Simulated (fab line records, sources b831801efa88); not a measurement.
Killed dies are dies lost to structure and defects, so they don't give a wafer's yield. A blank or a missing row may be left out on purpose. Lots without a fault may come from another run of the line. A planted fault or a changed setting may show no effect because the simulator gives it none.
A struck lot beside a sound one | flow sfq_line | 42 steps out of a route of 325
Sound: wafers L557.2, L557.3, L557.5. Struck: wafers L570.2, L570.3, L570.5. The cause comes at the end.
At each step with rows: each side's tool, then ch and its chambers, then its first start. Under that, the readings that differ: sound wafers | struck wafers | difference of the means | sigmas: that difference in standard deviations of wafers without a fault.
alike: readings whose means differ by less than 2 such deviations, and words and numbers that are the same on both sides. not compared: withheld readings, readings that some wafer has no value for, bounds like >300 that may hide the same value, and numbers for which the record gives no deviation and whose values overlap.
The two part at a step that has a row with sigmas, a row that says differs or no value, or rows on one side only. Numbers that don't overlap but have no deviation are shown without sigmas and don't part them. A reading that every wafer of one side lacks parts them only if that side has two wafers or more.

first, 6 steps without rows for these wafers: SFQ_TRILAYER_I0_VIA_LITHO_COAT_036 (resist thk 62 nm); SFQ_TRILAYER_I0_VIA_LITHO_COAT_031 (resist thk 650 nm); SFQ_TRILAYER_I0_VIA_LITHO_SOFTBAKE_035; SFQ_TRILAYER_I0_VIA_LITHO_EXPOSE_032 (exposes mask I0, target cd 500 nm); SFQ_TRILAYER_I0_VIA_LITHO_PEB_034 (peb time 60 s); SFQ_TRILAYER_I0_VIA_LITHO_DEVELOP_033 (time 60 s).
SFQ_I0_OVL_MEAS_908:
  sound on overlay-01, day 20 23:47; struck on overlay-02, day 25 19:44
  alike: I0_OVL
SFQ_TRILAYER_I0_VIA_BARC_OPEN_VIA_ETCH_046: etches BARC in O2, target depth 125 nm, time 41.7 s.
  sound on rie_diel-02 ch 0,1,2, day 20 23:49; struck on rie_diel-01 ch 1,2,3, day 25 19:46
  reading               | sound             | struck            | difference | sigmas
  oes_product_au (a.u.) | 0.689 0.692 0.686 | 0.676 0.679 0.677 | -0.012     | -2
  alike: chamber_pressure_mTorr, drypump_motor_current_A
  not compared: rf_hours_counter_h
SFQ_TRILAYER_I0_VIA_ETCH_VIA_ETCH_034: etches SiO2 in CHF3, stops on Nb, target depth 260 nm.
  sound on rie_diel-02 ch 0,1,2, day 20 23:51; struck on rie_diel-01 ch 1,2,3, day 25 19:48
  alike: chamber_pressure_mTorr, drypump_motor_current_A, oes_product_au
then, 3 steps without rows for these wafers: SFQ_TRILAYER_I0_VIA_STRIP_STRIP_035 (strips in O2); SFQ_TRILAYER_I0_VIA_STRIP_SOLV_CLEAN_036 (cleans in NMP, time 600 s); SFQ_TRILAYER_M1_DEP_PRE_CLEAN_038 (time 22.5 s).
SFQ_TRILAYER_M1_DEP_SPUTTER_037: material Nb, target thk 200 nm, time 133.3 s.
  sound on pvd_sputter-04, day 21 00:46; struck on pvd_sputter-04, day 25 20:43
  reading                                             | sound                | struck               | difference | sigmas
  cathode_dc_power_W (W)                              | 1999.5 2000.0 2000.0 | 2071.3 2071.6 2071.8 | +71.7      | +99 or more
  model.Nb_of_TRILAYER_M1_DEP_SPUTTER_037.thk_nm (nm) | 200.7 196 197.6      | 206.7 203.3 207.1    | +7.6       |
  alike: resputter_cathode_voltage_v, throttle_valve_pct
SFQ_M1_RS_MEAS_909: measures by four-point-probe.
  sound on film_metro-03, day 21 00:53; struck on film_metro-02, day 25 20:50
  reading           | sound             | struck            | difference | sigmas
  M1_NB_RS (ohm/sq) | 0.887 0.905 0.901 | 0.860 0.875 0.858 | -0.033     | -3
then, 6 steps without rows for these wafers: SFQ_TRILAYER_M1_LITHO_COAT_044 (resist thk 62 nm); SFQ_TRILAYER_M1_LITHO_COAT_039 (resist thk 600 nm); SFQ_TRILAYER_M1_LITHO_SOFTBAKE_043; SFQ_TRILAYER_M1_LITHO_EXPOSE_040 (exposes mask M1, target cd 500 nm); SFQ_TRILAYER_M1_LITHO_PEB_042 (peb time 60 s); SFQ_TRILAYER_M1_LITHO_DEVELOP_041 (time 60 s).
-- the record jumps here: 6 days lie between the struck wafers' starts before and after --
SFQ_M1_OVL_MEAS_911:
  sound on overlay-01, day 27 00:43; struck on overlay-01, day 31 17:40
  alike: M1_OVL
then, 1 step without rows for these wafers: SFQ_TRILAYER_M1_BARC_OPEN_METAL_ETCH_054 (etches BARC in O2, target depth 125 nm, time 41.7 s).
SFQ_TRILAYER_M1_ETCH_METAL_ETCH_042: etches Nb in Cl2/Ar, stops on SiO2, target depth 240 nm, time 120 s.
  sound on rie_metal-02 ch 0,1, day 27 00:48; struck on rie_metal-04 ch 1, day 31 17:45
  reading                        | sound             | struck            | difference | sigmas
  oes_product_au (a.u.)          | 0.891 0.884 0.876 | 0.907 0.895 0.917 | +0.023     | +3
  model.M1.feature_depth_nm (nm) | 201.3 196.6 198.1 | 207.3 203.9 207.7 | +7.6       |
  model.etch.depth_nm (nm)       | 200.7 196 197.6   | 206.7 203.3 207.1 | +7.6       |
  alike: chamber_pressure_mTorr, drypump_motor_current_A
  not compared: rf_hours_counter_h
SFQ_TRILAYER_M1_STRIP_STRIP_043: strips in O2.
  sound on rie_metal-02 ch 0,1, day 27 00:56; struck on rie_metal-04 ch 1, day 31 17:53
  alike: chamber_pressure_mTorr, drypump_motor_current_A, oes_product_au
  not compared: rf_hours_counter_h
then, 1 step without rows for these wafers: SFQ_TRILAYER_M1_STRIP_SOLV_CLEAN_044 (cleans in NMP, time 600 s).
SFQ_TRILAYER_I1_DEP_PECVD_045: deposits SiO2 from SiH4/N2O, time 111.11 s, target thk 500 nm.
  sound on pecvd-01 ch 0,2, day 27 01:42; struck on pecvd-03 ch 0,2, day 31 18:40
  alike: heater_power_w, throttle_valve_pct
then, 1 step without rows for these wafers: SFQ_TRILAYER_I1_CMP_CMP_046 (polishes SiO2).
SFQ_I1_BOW_MEAS_912:
  sound on film_metro-03, day 27 11:44; struck on film_metro-02, day 32 02:50
  alike: I1_BOW
then, 7 steps without rows for these wafers: SFQ_TRILAYER_I1_METRO_MEASURE_047; SFQ_TRILAYER_I1_VIA_LITHO_COAT_054 (resist thk 62 nm); SFQ_TRILAYER_I1_VIA_LITHO_COAT_049 (resist thk 650 nm); SFQ_TRILAYER_I1_VIA_LITHO_SOFTBAKE_053; SFQ_TRILAYER_I1_VIA_LITHO_EXPOSE_050 (exposes mask I1, target cd 500 nm); SFQ_TRILAYER_I1_VIA_LITHO_PEB_052 (peb time 60 s); SFQ_TRILAYER_I1_VIA_LITHO_DEVELOP_051 (time 60 s).
SFQ_I1_OVL_MEAS_913:
  sound on overlay-01, day 27 17:10; struck on overlay-02, day 32 06:23
  alike: I1_OVL
then, 1 step without rows for these wafers: SFQ_TRILAYER_I1_VIA_BARC_OPEN_VIA_ETCH_071 (etches BARC in O2, target depth 125 nm, time 41.7 s).
SFQ_TRILAYER_I1_VIA_ETCH_VIA_ETCH_052: etches SiO2 in CHF3, stops on Nb, target depth 260 nm.
  sound on rie_diel-03 ch 2,3, day 27 17:14; struck on rie_diel-04 ch 0,2,3, day 32 06:27
  alike: chamber_pressure_mTorr, drypump_motor_current_A, oes_product_au
then, 3 steps without rows for these wafers: SFQ_TRILAYER_I1_VIA_STRIP_STRIP_053 (strips in O2); SFQ_TRILAYER_I1_VIA_STRIP_SOLV_CLEAN_054 (cleans in NMP, time 600 s); SFQ_TRILAYER_M2_DEP_PRE_CLEAN_056 (time 22.5 s).
-- the record jumps here: 56 days lie between the struck wafers' starts before and after --
SFQ_M8_BOW_MEAS_951:
  sound on film_metro-02, day 81 20:20; struck on film_metro-04, day 88 00:11
  reading                 | sound                | struck               | difference | sigmas
  model.etest.m1.ohm_um   | 1.77 1.814 1.808     | 1.719 1.747 1.714    | -0.071     |
  model.etest.i0.link_ohm | 1.969 1.986 1.986    | 1.925 1.94 1.923     | -0.051     |
  model.etest.i1.link_ohm | 1.971 1.986 1.976    | 1.93 1.937 1.92      | -0.05      |
  model.etest.m1.ohm_sq   | 0.8857 0.9068 0.8996 | 0.8598 0.8743 0.8584 | -0.0332    |
  alike: M8_BOW

WHERE THEY PART
First at SFQ_TRILAYER_I0_VIA_BARC_OPEN_VIA_ETCH_046; last, within this record, at SFQ_TRILAYER_M1_ETCH_METAL_ETCH_042. Later steps at which nothing parts them and some readings are alike: SFQ_TRILAYER_M1_STRIP_STRIP_043, SFQ_TRILAYER_I1_DEP_PECVD_045, SFQ_I1_BOW_MEAS_912, SFQ_I1_OVL_MEAS_913, SFQ_TRILAYER_I1_VIA_ETCH_VIA_ETCH_052, SFQ_M8_BOW_MEAS_951.

WHY: what the simulator had put in
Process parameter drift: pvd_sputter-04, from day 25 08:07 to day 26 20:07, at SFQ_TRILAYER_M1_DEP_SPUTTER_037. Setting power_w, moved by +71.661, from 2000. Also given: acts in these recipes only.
